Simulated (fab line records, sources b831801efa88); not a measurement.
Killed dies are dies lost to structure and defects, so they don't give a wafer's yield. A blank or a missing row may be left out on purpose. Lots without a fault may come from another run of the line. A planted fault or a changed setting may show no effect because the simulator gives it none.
Chamber matching | flow gf180mcu | GF_V2_ETCH_16 on rie_diel-03: 4 sister chambers
The step etches BARC in N2/H2. 29 wafers are shown with their chamber, then 12 later ones without.

WAFERS WITH THEIR CHAMBER
wafer  | chamber | drypump_motor_current_A (A) | rf_fwd_power_W (W) | chamber_pressure_mTorr (mTorr)
L074.1 | 2       | 4.8                         | 493.5              | 29.94
L074.5 | 0       | 5.7                         | 498.3              | 30.01
L074.6 | 1       | 6.1                         | 496.6              | 30.04
L076.1 | 3       | 6.4                         | 493.3              | 29.98
L076.2 | 0       | 5.7                         | 494.6              | 30.02
L076.5 | 2       | 4.9                         | 494.0              | 30.01
L078.1 | 1       | 6.0                         | 498.0              | 29.96
L078.4 | 3       | 6.4                         | 489.0              | 29.97
L078.5 | 1       | 6.0                         | 497.3              | 30.02
L082.1 | 2       | 4.8                         | 493.3              | 30.04
L082.4 | 1       | 6.0                         | 493.2              | 30.01
L082.6 | 0       | 5.7                         | 497.7              | 30.02
L084.1 | 3       | 6.4                         | 494.1              | 29.97
L084.3 | 0       | 5.7                         | 493.9              | 30.00
L084.5 | 3       | 6.4                         | 494.8              | 29.97
L086.1 | 3       | 6.4                         | 492.3              | 29.95
L086.5 | 3       | 6.4                         | 492.7              | 30.02
L086.6 | 2       | 4.9                         | 496.1              | 30.01
L087.1 | 3       | 6.4                         | 490.2              | 30.02
L087.4 | 0       | 5.7                         | 497.6              | 29.98
L087.5 | 0       | 5.7                         | 495.9              | 29.97
L088.2 | 2       | 4.9                         | 494.4              | 30.00
L088.4 | 0       | 5.7                         | 495.4              | 30.00
L088.5 | 1       | 6.1                         | 497.6              | 29.96
L089.1 | 3       | 6.4                         | 493.5              | 30.00
L089.3 | 1       | 6.1                         | 496.1              | 30.04
L089.5 | 2       | 4.8                         | 494.2              | 29.99
L090.3 | 1       | 6.0                         | 494.9              | 30.00
L090.5 | 2       | 4.9                         | 494.8              | 30.03

SIGNATURES (means of the wafers above)
reading                 | chamber 0 | chamber 1 | chamber 2 | chamber 3 | scatter within a chamber
drypump_motor_current_A | 5.700     | 6.043     | 4.857     | 6.400     | 0.037
rf_fwd_power_W          | 496.200   | 496.243   | 494.329   | 492.488   | 1.63
chamber_pressure_mTorr  | 30.0000   | 30.0043   | 30.0029   | 29.9850   | 0.0282
Rule: a wafer's distance from a chamber is the root of the sum, over the readings, of the square of ((its reading less the chamber's mean) divided by the reading's scatter). The wafer belongs to the nearest chamber; if the next one is less than 2 further off, it can't be placed. The scatter: the root of (the sum of the squares of (reading less its chamber's mean) over the shown wafers, divided by (wafers less chambers)).

WAFERS WITHOUT THEIR CHAMBER
wafer  | drypump_motor_current_A (A) | rf_fwd_power_W (W) | chamber_pressure_mTorr (mTorr)
L090.6 | 6.0                         | 496.6              | 29.99
L091.3 | 4.8                         | 495.3              | 29.95
L091.5 | 4.9                         | 495.1              | 29.97
L092.1 | 5.7                         | 496.3              | 30.01
L092.2 | 6.1                         | 495.9              | 30.02
L092.4 | 4.8                         | 492.7              | 30.00
L095.1 | 6.4                         | 492.4              | 30.00
L095.3 | 6.0                         | 497.4              | 30.03
L095.6 | 4.8                         | 493.3              | 29.98
L096.1 | 6.0                         | 498.8              | 29.98
L096.4 | 6.4                         | 492.9              | 29.99
L096.5 | 4.9                         | 492.7              | 30.02

WHICH CHAMBER EACH WENT THROUGH
wafer  | from the rows above | in truth
L090.6 | 1                   | 1
L091.3 | 2                   | 2
L091.5 | 2                   | 2
L092.1 | 0                   | 0
L092.2 | 1                   | 1
L092.4 | 2                   | 2
L095.1 | 3                   | 3
L095.3 | 1                   | 1
L095.6 | 2                   | 2
L096.1 | 1                   | 1
L096.4 | 3                   | 3
L096.5 | 2                   | 2
Placed correctly: 12 of 12. Can't be placed from these rows: 0. Placed wrongly: 0.
